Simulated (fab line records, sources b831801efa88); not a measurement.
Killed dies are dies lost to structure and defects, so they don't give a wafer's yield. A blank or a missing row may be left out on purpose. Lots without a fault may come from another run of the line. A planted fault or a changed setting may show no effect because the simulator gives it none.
A struck lot beside a sound one | flow sfq_line | 14 steps out of a route of 325
Sound: wafers L123.1, L123.3, L123.5. Struck: wafers L128.1, L128.3, L128.5. The cause comes at the end.
At each step with rows: each side's tool, then ch and its chambers, then its first start. Under that, the readings that differ: sound wafers | struck wafers | difference of the means | sigmas: that difference in standard deviations of wafers without a fault.
alike: readings whose means differ by less than 2 such deviations, and words and numbers that are the same on both sides. not compared: withheld readings, readings that some wafer has no value for, bounds like >300 that may hide the same value, and numbers for which the record gives no deviation and whose values overlap.
The two part at a step that has a row with sigmas, a row that says differs or no value, or rows on one side only. Numbers that don't overlap but have no deviation are shown without sigmas and don't part them. A reading that every wafer of one side lacks parts them only if that side has two wafers or more.

SFQ_INCOMING_BOW_MEAS_900:
  sound on film_metro-01, day 2 06:00; struck on film_metro-01, day 3 07:00
  alike: INCOMING_BOW
then, 1 step without rows for these wafers: SFQ_TRILAYER_INCOMING_OXIDATION_002 (target thk 500 nm, ox time 4939 s).
SFQ_TRILAYER_L0_DEP_SPUTTER_003: material MoNx KI, target thk 40 nm, time 100 s.
  sound on pvd_sputter-05, day 2 08:29; struck on pvd_sputter-05, day 3 09:29
  alike: throttle_valve_pct
SFQ_L0_RS_MEAS_901: measures by four-point-probe.
  sound on film_metro-01, day 2 08:34; struck on film_metro-01, day 3 09:34
  alike: L0_MONX_KI_RS
SFQ_L0_THK_MEAS_902: measures by xrf.
  sound on film_metro-01, day 2 08:41; struck on film_metro-01, day 3 09:41
  alike: L0_MONX_KI_THK
then, 4 steps without rows for these wafers: SFQ_TRILAYER_L0_LITHO_COAT_010 (resist thk 62 nm); SFQ_TRILAYER_L0_LITHO_COAT_005 (resist thk 600 nm); SFQ_TRILAYER_L0_LITHO_SOFTBAKE_009; SFQ_TRILAYER_L0_LITHO_EXPOSE_006 (exposes mask L0, target cd 2000 nm).
-- the record jumps here: 3 days lie between the struck wafers' starts before and after --
SFQ_TRILAYER_L0_LITHO_PEB_008: peb time 60 s.
  sound on litho_track-03 ch 0, day 5 09:22; struck on litho_track-04 ch 0, day 6 09:37
  reading                  | sound                | struck               | difference | sigmas
  heater_power_total_W (W) | 79.16 79.24 79.20    | 76.46 76.50 76.60    | -2.68      | -41
  plate_temp_C (C)         | 114.95 115.06 115.17 | 112.14 111.94 112.06 | -3.01      | -23
  alike: chill_plate_temp_C
then, 1 step without rows for these wafers: SFQ_TRILAYER_L0_LITHO_DEVELOP_007 (time 60 s).
SFQ_TRILAYER_L0_BARC_OPEN_METAL_ETCH_010: etches BARC in O2, target depth 125 nm, time 41.7 s.
  sound on rie_metal-02 ch 0,1, day 5 09:40; struck on rie_metal-01 ch 0,1, day 6 09:55
  reading             | sound          | struck         | difference | sigmas
  model.L0.cd_nm (nm) | 2000 1998 1998 | 2061 2060 2061 | +62        |
  alike: bias_w, drypump_motor_current_A, oes_product_au
  not compared: rf_hours_counter_h
SFQ_TRILAYER_L0_ETCH_METAL_ETCH_008: etches MoNx KI in SF6/O2, stops on SiO2, target depth 50 nm, time 25 s.
  sound on rie_metal-02 ch 0,1, day 5 09:44; struck on rie_metal-01 ch 0,1, day 6 09:59
  reading             | sound          | struck         | difference | sigmas
  model.L0.cd_nm (nm) | 2000 1998 1998 | 2061 2060 2062 | +62        |
  alike: bias_w, drypump_motor_current_A, oes_product_au
  not compared: rf_hours_counter_h
SFQ_TRILAYER_L0_STRIP_STRIP_009: strips in O2.
  sound on rie_metal-02 ch 0,1, day 5 09:47; struck on rie_metal-01 ch 0,1, day 6 10:01
  alike: drypump_motor_current_A, oes_product_au
  not compared: rf_hours_counter_h

WHERE THEY PART
Only at SFQ_TRILAYER_L0_LITHO_PEB_008, within this record. Later steps at which nothing parts them and some readings are alike: SFQ_TRILAYER_L0_BARC_OPEN_METAL_ETCH_010, SFQ_TRILAYER_L0_ETCH_METAL_ETCH_008, SFQ_TRILAYER_L0_STRIP_STRIP_009.

WHY: what the simulator had put in
Process parameter drift: litho_track-04, from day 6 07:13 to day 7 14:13, at SFQ_TRILAYER_L0_LITHO_PEB_008. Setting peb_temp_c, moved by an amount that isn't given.
